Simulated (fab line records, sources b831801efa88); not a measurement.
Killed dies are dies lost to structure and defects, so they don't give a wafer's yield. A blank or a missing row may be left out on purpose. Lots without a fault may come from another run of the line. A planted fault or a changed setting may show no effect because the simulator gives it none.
Chamber matching | flow sfq_line | SFQ_TRILAYER_I0_CMP_CMP_028 on cmp-02: 4 sister chambers
The step polishes SiO2. 14 wafers are shown with their chamber, then 7 later ones without.

WAFERS WITH THEIR CHAMBER
wafer  | chamber | motor_current_A (A) | time_to_endpoint_s (s)
L813.2 | 3       | 11.2                | 218
L813.4 | 2       | 10.8                | 212
L813.5 | 1       | 10.0                | 216
L815.1 | 1       | 10.1                | 210
L815.4 | 2       | 11.5                | 210
L815.6 | 0       | 11.4                | 213
L817.1 | 0       | 11.5                | 206
L817.4 | 3       | 11.2                | 219
L817.6 | 1       | 9.9                 | 216
L820.4 | 1       | 10.0                | 214
L820.3 | 0       | 11.2                | 214
L820.6 | 2       | 10.7                | 213
L822.3 | 0       | 11.8                | 204
L822.2 | 2       | 10.9                | 203

SIGNATURES (means of the wafers above)
reading            | chamber 0 | chamber 1 | chamber 2 | chamber 3 | scatter within a chamber
motor_current_A    | 11.475    | 10.000    | 10.975    | 11.200    | 0.244
time_to_endpoint_s | 209.25    | 214.00    | 209.50    | 218.50    | 4
Rule: a wafer's distance from a chamber is the root of the sum, over the readings, of the square of ((its reading less the chamber's mean) divided by the reading's scatter). The wafer belongs to the nearest chamber; if the next one is less than 2 further off, it can't be placed. The scatter: the root of (the sum of the squares of (reading less its chamber's mean) over the shown wafers, divided by (wafers less chambers)).

WAFERS WITHOUT THEIR CHAMBER
wafer  | motor_current_A (A) | time_to_endpoint_s (s)
L822.5 | 11.4                | 210
L827.1 | 10.9                | 211
L827.2 | 9.6                 | 224
L827.5 | 11.3                | 225
L829.4 | 11.2                | 191
L831.4 | 9.7                 | 191
L831.1 | 11.1                | 187

WHICH CHAMBER EACH WENT THROUGH
wafer  | from the rows above          | in truth
L822.5 | can't be placed: 0 or 2 or 3 | 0
L827.1 | can't be placed: 2 or 3 or 0 | 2
L827.2 | 1                            | 1
L827.5 | 3                            | 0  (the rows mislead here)
L829.4 | can't be placed: 0 or 2      | 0
L831.4 | can't be placed: 1 or 2      | 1
L831.1 | can't be placed: 2 or 0      | 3
Placed correctly: 1 of 7. Can't be placed from these rows: 5 (the true chamber is among the candidates in 4). Placed wrongly: 1.
